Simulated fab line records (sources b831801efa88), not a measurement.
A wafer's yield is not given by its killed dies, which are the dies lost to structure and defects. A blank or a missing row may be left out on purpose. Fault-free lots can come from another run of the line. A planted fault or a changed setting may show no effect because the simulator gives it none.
Chamber matching | flow sky130 | 3 sister chambers for SKY_CONTACT_HDPCVD_02 on hdpcvd-02
The step deposits SiO2, target thk 565 nm, time 94.2 s. 14 wafers are shown with their chamber, then 7 later ones without.

## WAFERS PAIRED WITH THEIR CHAMBERS
wafer  | chamber | run length s (s) | pressure mtorr (mTorr)
L708.3 | 1       | 122.3            | 5.996
L708.5 | 1       | 122.7            | 5.994
L708.6 | 0       | 122.2            | 5.999
L710.1 | 0       | 122.4            | 5.997
L710.2 | 1       | 122.1            | 6.012
L710.3 | 2       | 122.1            | 6.013
L709.2 | 2       | 121.8            | 5.982
L709.4 | 0       | 122.8            | 5.987
L709.5 | 2       | 121.7            | 6.011
L719.3 | 2       | 121.7            | 5.998
L719.4 | 0       | 122.7            | 5.997
L719.5 | 2       | 121.8            | 5.999
L721.1 | 2       | 121.4            | 5.980
L721.5 | 0       | 123.0            | 6.022

SIGNATURES (averages over the wafers above)
reading        | chamber 0 | chamber 1 | chamber 2 | scatter within a chamber
run length s   | 122.620   | 122.367   | 121.750   | 0.278
pressure mtorr | 6.00040   | 6.00067   | 5.99717   | 0.0129
Rule: a wafer lies at a distance from a chamber equal to the root of the sum of squares, over the readings, of (its reading less the chamber's mean, divided by the reading's scatter). The wafer belongs to the nearest chamber; if the next one is less than 2 further off, it can't be placed. How the scatter is found: for the shown wafers, subtract from each reading the mean of its chamber, square and add these, divide the total by (wafers less chambers), then take the root.

## WAFERS WHOSE CHAMBER IS MISSING
wafer  | run length s (s) | pressure mtorr (mTorr)
L721.6 | 121.6            | 5.989
L724.1 | 121.8            | 5.982
L724.4 | 122.0            | 6.013
L724.5 | 121.4            | 5.986
L725.1 | 122.4            | 6.020
L725.4 | 122.0            | 6.007
L725.6 | 121.9            | 5.994

## THE CHAMBER EACH PASSED THROUGH
wafer  | from the rows above          | in truth
L721.6 | 2                            | 2
L724.1 | can't be placed: 2 or 1      | 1
L724.4 | can't be placed: 2 or 1 or 0 | 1
L724.5 | 2                            | 2
L725.1 | can't be placed: 1 or 0 or 2 | 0
L725.4 | can't be placed: 2 or 1 or 0 | 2
L725.6 | can't be placed: 2 or 1      | 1
Placed correctly: 2 of 7. These rows do not allow placing 5 (true chamber among the candidates in 5). Placed wrongly: 0.
